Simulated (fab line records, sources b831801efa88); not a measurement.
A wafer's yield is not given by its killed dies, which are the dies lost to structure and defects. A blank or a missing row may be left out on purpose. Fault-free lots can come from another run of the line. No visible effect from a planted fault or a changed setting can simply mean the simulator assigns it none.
A struck lot beside a sound one :: flow sky130 :: 21 steps out of a route of 708
Sound: these wafers, L532.2, L532.5, L532.6. Wafers struck: L534.2, L534.4, L534.5. The cause is named last.
At each step with rows: each side's tool, then ch and its chambers, then its first start. Under that, the readings that differ: sound wafers :: struck wafers :: difference of the means :: sigmas: that difference in standard deviations of wafers without a fault.
alike: readings with means less than 2 such deviations apart, plus words and numbers identical on both sides. not compared: withheld readings, readings lacking a value on some wafer, bounds such as >300 that could conceal the same value, and numbers that have no deviation in the record and whose values overlap.
The two part at a step that has a row with sigmas, a row that says differs or no value, or rows on one side only. When numbers do not overlap yet have no deviation, they are printed without sigmas and do not part them. A reading missing from all wafers of one side parts the sides only when that side holds two or more wafers.

first, 1 step without rows for these wafers: SKY_RES_XHIGH_IMPLANT_07.
SKY_RES_XHIGH_STRIP_08: strips in O2/N2.
  sound on plasma-asher-04 ch 0,1, day 27 15:35; struck on plasma-asher-02 ch 0, day 28 08:29
reading: drypump-motor-current-A (A)
sound: 4.7 5.4 4.7
struck: 6.6 6.6 6.6
difference: +1.7
sigmas: +3

reading: strip-time-to-endpoint-s (s)
sound: 14.17 14.18 14.21
struck: 14.32 14.24 14.28
difference: +0.09
sigmas: +2
  alike: oes-product-au
  not compared: rf-hours-counter-h
SKY_RES_XHIGH_TW_MEAS_09:
  sound: film-metro-01 at day 27 15:41; struck: film-metro-01 at day 28 08:36
  alike: RES_XHIGH_TW
then, 7 steps without rows for these wafers: SKY_SD_N_DEHYDRATE_00 (time 60 s); SKY_SD_N_HMDS_01 (prime time 60 s); SKY_SD_N_COAT_02 (resist thk 1140 nm); SKY_SD_N_SOFTBAKE_03 (time 60 s); SKY_SD_N_EXPOSE_04 (exposes mask NSDM, target cd 380 nm); SKY_SD_N_PEB_05; SKY_SD_N_DEVELOP_06 (develop time 60 s).
SKY_SD_N_CD_MEAS_07 targets a cd of 380 nm.
  sound: cd-sem-01 at day 28 20:10; struck: cd-sem-01 at day 29 12:12
  alike: cd-nm
SKY_SD_N_OVL_MEAS_08:
  sound: overlay-01 at day 28 20:16; struck: overlay-01 at day 29 12:19
  alike: SD_N_OVL
SKY_SD_N_IMPLANT_09:
  sound on implanter-04 ch 0, day 28 20:19; struck on implanter-04 ch 0, day 29 12:22
reading: dose-ions-cm2
sound: 4.001e+15 4.002e+15 3.997e+15
struck: 3.498e+15 3.505e+15 3.503e+15
difference: -4.980e+14
sigmas: -99 or more
  alike: beam-energy-keV, beam-on-s
next, for these wafers, 1 step has no rows: SKY_SD_N_IMPLANT_10.
SKY_SD_N_STRIP_11: strips in O2/N2.
  sound on plasma-asher-02 ch 0,1, day 28 20:36; struck on plasma-asher-01 ch 1, day 29 12:38
reading: oes-product-au (a.u.)
sound: 0.525 0.528 0.527
struck: 0.533 0.537 0.535
difference: +0.008
sigmas: +2

reading: strip-time-to-endpoint-s (s)
sound: 22.57 22.61 22.56
struck: 22.01 22.04 22.02
difference: -0.56
sigmas: -15
  alike: drypump-motor-current-A
  not compared: rf-hours-counter-h
SKY_SD_N_TW_MEAS_12:
  sound: film-metro-03 at day 28 20:43; struck: film-metro-03 at day 29 12:45
  alike: SD_N_TW
then, 1 step without rows for these wafers: SKY_SD_N_CLEAN_13 (cleans in SC1/SC2, time 150 s).
SKY_SD_N_RTA_14: time 2 s.
  sound on rtp-anneal-01 ch 0, day 28 20:49; struck on rtp-anneal-01 ch 0, day 29 12:52
  alike: anneal-temp-c-max, lamp-power-pct, wafer_temp_C_max
SKY_SD_N_RS_MEAS_16: measurement is done with a four-point probe.
  sound: film-metro-01 at day 28 21:00; struck: film-metro-01 at day 29 13:28
reading: SD_N_RS (ohm/sq)
sound: 68.41 68.72 68.80
struck: 69.91 69.84 69.80
difference: +1.21
sigmas: +11
  not compared: hold
SKY_SD_N_RS_MEAS_17: measurement is done with a four-point probe.
  sound: film-metro-01 at day 28 21:07; struck: film-metro-01 at day 29 15:59
reading: hold
sound: - - -
struck: await-dispo/2.4h/release await-dispo/2.4h/release await-dispo/2.4h/release
difference: no value on the sound wafers
sigmas: 
  alike: SD_P_RS
-- here the record skips 17 days between the struck wafers' starts before and after, leaving off in module SD_N and picking up in module PAD_OPEN (first step shown: number 708 of the route) --
SKY_PAD_OPEN_PROBE_99:
  only the struck wafers here have rows in the record (prober-01, day 47 02:50); the sound ones have none

WHERE THEY PART
Last at SKY_PAD_OPEN_PROBE_99 as far as this record goes, first at SKY_RES_XHIGH_STRIP_08.

WHY: the cause the simulator had injected
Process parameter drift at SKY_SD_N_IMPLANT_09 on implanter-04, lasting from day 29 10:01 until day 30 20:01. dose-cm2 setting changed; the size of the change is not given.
